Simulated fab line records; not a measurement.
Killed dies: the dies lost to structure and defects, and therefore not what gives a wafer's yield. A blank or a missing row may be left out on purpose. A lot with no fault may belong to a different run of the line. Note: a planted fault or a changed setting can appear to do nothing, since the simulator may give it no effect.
Chamber matching / flow sky130 / 4 sister chambers for SKY_VIA4_CMP_02 on cmp-01
The step polishes SiO2. 8 wafers are shown with their chamber, then 12 later ones without.

== EACH WAFER AND ITS CHAMBER ==
wafer=L086.2; chamber=0; motor-current-A (A)=10.4
wafer=L088.1; chamber=0; motor-current-A (A)=10.5
wafer=L088.2; chamber=3; motor-current-A (A)=13.4
wafer=L090.4; chamber=1; motor-current-A (A)=12.4
wafer=L090.6; chamber=2; motor-current-A (A)=13.7
wafer=L092.1; chamber=3; motor-current-A (A)=14.6
wafer=L092.5; chamber=1; motor-current-A (A)=12.5
wafer=L092.6; chamber=2; motor-current-A (A)=14.1

== WAFERS WHOSE CHAMBER IS MISSING ==
wafer=L091.1; motor-current-A (A)=14.1
wafer=L091.2; motor-current-A (A)=14.7
wafer=L091.3; motor-current-A (A)=13.3
wafer=L093.1; motor-current-A (A)=11.9
wafer=L093.2; motor-current-A (A)=13.7
wafer=L093.5; motor-current-A (A)=14.0
wafer=L094.1; motor-current-A (A)=14.7
wafer=L094.3; motor-current-A (A)=14.4
wafer=L094.4; motor-current-A (A)=10.5
wafer=L096.2; motor-current-A (A)=14.1
wafer=L096.3; motor-current-A (A)=12.2
wafer=L096.5; motor-current-A (A)=10.9

== THE CHAMBER EACH PASSED THROUGH ==
wafer=L091.1; from the rows above=can't be placed: 3 or 2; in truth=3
wafer=L091.2; from the rows above=can't be placed: 3 or 2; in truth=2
wafer=L091.3; from the rows above=can't be placed: 2 or 3 or 1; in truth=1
wafer=L093.1; from the rows above=1; in truth=1
wafer=L093.2; from the rows above=can't be placed: 2 or 3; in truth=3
wafer=L093.5; from the rows above=can't be placed: 3 or 2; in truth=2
wafer=L094.1; from the rows above=can't be placed: 3 or 2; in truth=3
wafer=L094.3; from the rows above=can't be placed: 3 or 2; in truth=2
wafer=L094.4; from the rows above=0; in truth=0
wafer=L096.2; from the rows above=can't be placed: 3 or 2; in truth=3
wafer=L096.3; from the rows above=1; in truth=1
wafer=L096.5; from the rows above=0; in truth=0
Correct placement for 4 of the 12. Can't be placed from these rows: 8 (the true chamber is among the candidates in 8). Placed wrongly: 0.
How it was worked out, from the rows above alone: a wafer's distance from a chamber is the root of the sum, over the readings, of the square of ((its reading less the chamber's mean) divided by the reading's scatter). The wafer belongs to the nearest chamber; if the next one is less than 2 further off, it can't be placed. A chamber's mean is the mean of its shown wafers. The scatter: the root of (the sum of the squares of (reading less its chamber's mean) over the shown wafers, divided by (wafers less chambers)).
